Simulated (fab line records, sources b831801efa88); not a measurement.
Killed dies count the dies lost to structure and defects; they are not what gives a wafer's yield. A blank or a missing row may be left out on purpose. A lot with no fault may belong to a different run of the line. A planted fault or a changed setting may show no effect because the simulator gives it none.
A single fault, viewed from 2 desks	flow sky130	only its own numbers are on each desk; what lay behind them is given at the end

## AT THE TOOL OWNER'S DESK: pvd-sputter-01
The tool's own readings at SKY_METAL5_SPUTTER_02 (material AlCu, target thk 1150 nm, time 61.2 s): means of the sampled wafers that have a number, for each lot that ran on this tool. A lot is out of limits, marked OUT, if its mean lies more than 4 standard deviations from the usual mean; the brackets give that distance.
Columns: A = chamber-pressure-pa at SKY_METAL5_SPUTTER_02, usual 0.4000 Pa; B = throttle-valve-pct at SKY_METAL5_SPUTTER_02, usual 30.2 %
lot	first seen here	A	B
L617	day 43 11:52	0.4003	30.2
L618	day 44 06:30	0.3988	29.6
L623	day 45 08:08	0.3999	30.1
L624	day 45 09:55	0.3996	31.1
L632	day 47 11:05	0.3993	29.9
L633	day 47 21:37	0.4000	30.1
L634	day 48 01:09	0.4003	31.4
L636	day 48 08:17	0.3991	29.6
This desk's verdict: no lot among the 8 shows anything out of limits.

## FROM THE METROLOGY DESK
Lot by lot, what the gauges showed, no matter which tool ran the lot: averages of those sampled wafers that carry a number. A lot is out of limits, marked OUT, if its mean lies more than 4 standard deviations from the usual mean; the brackets give that distance.
Columns: A = METAL5_ALCU_RS at SKY_METAL5_RS_MEAS_05, usual 0.02724 ohm/sq; B = METAL5_ALCU_THK at SKY_METAL5_THK_MEAS_06, usual 1143 nm; C = PASSIVATION_CVD_00_THK at SKY_PASSIVATION_THK_MEAS_01, usual 90.3 nm
lot	first seen here	A	B	C
L617	day 43 12:02	0.02726	1143	90.6
L619	day 44 06:22	0.02735	1141	89.7
L618	day 44 06:40	0.02724	1138	90.9
L623	day 45 08:17	0.02697	1156	92.0
L624	day 45 10:04	0.02742	1136	89.8
L632	day 47 11:13	0.02738	1125	90.3
L633	day 47 21:48	0.02146 (-22) OUT	1542 (+33) OUT	92.1
L634	day 48 01:17	0.01609 (-43) OUT	1934 (+66) OUT	-
L636	day 48 08:28	0.02166 (-21) OUT	1539 (+33) OUT	91.3
L638	day 48 19:10	0.02676	1162	90.4
This desk finds L633, L634, L636 out of limits, with the earliest case on L633 at day 47 21:48 (METAL5_ALCU_RS at SKY_METAL5_RS_MEAS_05). In limits: L617, L619, L618, L623, L624, L632, L638.

## ALL TOGETHER
The metrology desk could have raised an alarm at day 47 21:48, on L633, L634, L636.
Nothing out of limits was seen by the tool owner's desk.
On record at the tool owner's desk: L633, L634, L636, within its limits.
On pvd-sputter-01, each named lot ran SKY_METAL5_SPUTTER_02.

## WHAT WAS PUT IN BY THE SIMULATOR
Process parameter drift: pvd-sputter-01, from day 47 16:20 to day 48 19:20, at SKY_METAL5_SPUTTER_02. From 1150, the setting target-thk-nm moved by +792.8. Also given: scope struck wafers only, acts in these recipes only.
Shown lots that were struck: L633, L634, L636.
Time in hours between the start of the fault and the first out-of-limits reading at each desk: metrology desk, 5.
